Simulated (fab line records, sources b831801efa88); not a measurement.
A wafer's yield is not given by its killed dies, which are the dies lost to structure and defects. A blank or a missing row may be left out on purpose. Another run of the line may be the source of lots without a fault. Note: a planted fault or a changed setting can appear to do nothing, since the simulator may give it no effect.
Problem report, 8D (eight disciplines) form, completed by code :: flow gf180mcu :: the parts of the form that need people (team, actions taken, sign-off) are left out

== 1. PROBLEM STATEMENT ==
Mean of oes product au at GF_DUAL_GATE_STRIP_13: 0.873 a.u. over 3 wafers from 1 lot, against 0.716 a.u. (standard deviation 0.0046) on wafers with no fault. Measured from the usual mean, that is +34 standard deviations.
The step: strips in O2/N2.
First seen on wafer L214.1, day 12 17:04, on plasma asher-03. The record has a number at this step for 39 wafers belonging to 13 lots. Rule for "out" (also "out of limits"): further than 4 standard deviations from the usual mean. The other wafers with a number count as sound.

== 2. WHAT IT IS, AND WHAT IT ISN'T ==
question: which readings at this step
is: oes product au
is not: heater power w

question: which lots
is: L214
is not: L199, L200, L201, L202, L204, L206, L207, L211, L212, L213, L221, L222

question: which wafers of those lots
is: all that have a number
is not: -

question: read on which tools
is: plasma asher-03
is not: plasma asher-01, plasma asher-02

question: when
is: from day 12 17:04
is not: up to then (30 sound wafers); but 6 sound wafers of L221, L222 came after

== 3. WHAT RULES OUT EACH SUSPECT ==
Counting: a tool at a process step up to the reading stays a suspect if it ran every lot that is out and no sound lot after the first of them.
- plasma asher-03 at GF_DUAL_GATE_STRIP_13 (strips in O2/N2): ruled out as a lasting fault. Sound lots L222 ran on it after its first lot that is out, L214 (day 12 17:04).
Left after counting: nothing in the record.

== 4. THE CAUSE (what the simulator had put in) ==
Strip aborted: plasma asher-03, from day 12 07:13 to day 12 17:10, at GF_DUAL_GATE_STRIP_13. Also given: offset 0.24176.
Counting ruled it out, wrongly.

== 5. THE CHAIN OF EFFECTS, in route order ==
One row per reading whose mean, taken over the struck wafers that have a number, lies over 3 standard deviations from the usual. Only readings whose record carries a usual standard deviation are examined. hours: median over the lots of the time between each lot's start at the first step of this table that gives one and its start at this step. sigmas: the change, counted in usual standard deviations.
hours: 0
step: GF_DUAL_GATE_STRIP_13
reading: oes product au
usual: 0.716 a.u.
on struck wafers: 0.873
change: +0.157
sigmas: +34
It contains these process steps:
- GF_DUAL_GATE_STRIP_13: strips in O2/N2.
Readings that are blank on the struck wafers while sound wafers have them: strip time to endpoint s at GF_DUAL_GATE_STRIP_13.

== 6. HOW IT WOULD HAVE BEEN CAUGHT EARLIER ==
In this record the first reading out of limits was taken at day 12 17:04, 10 hours after the fault began at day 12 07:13.
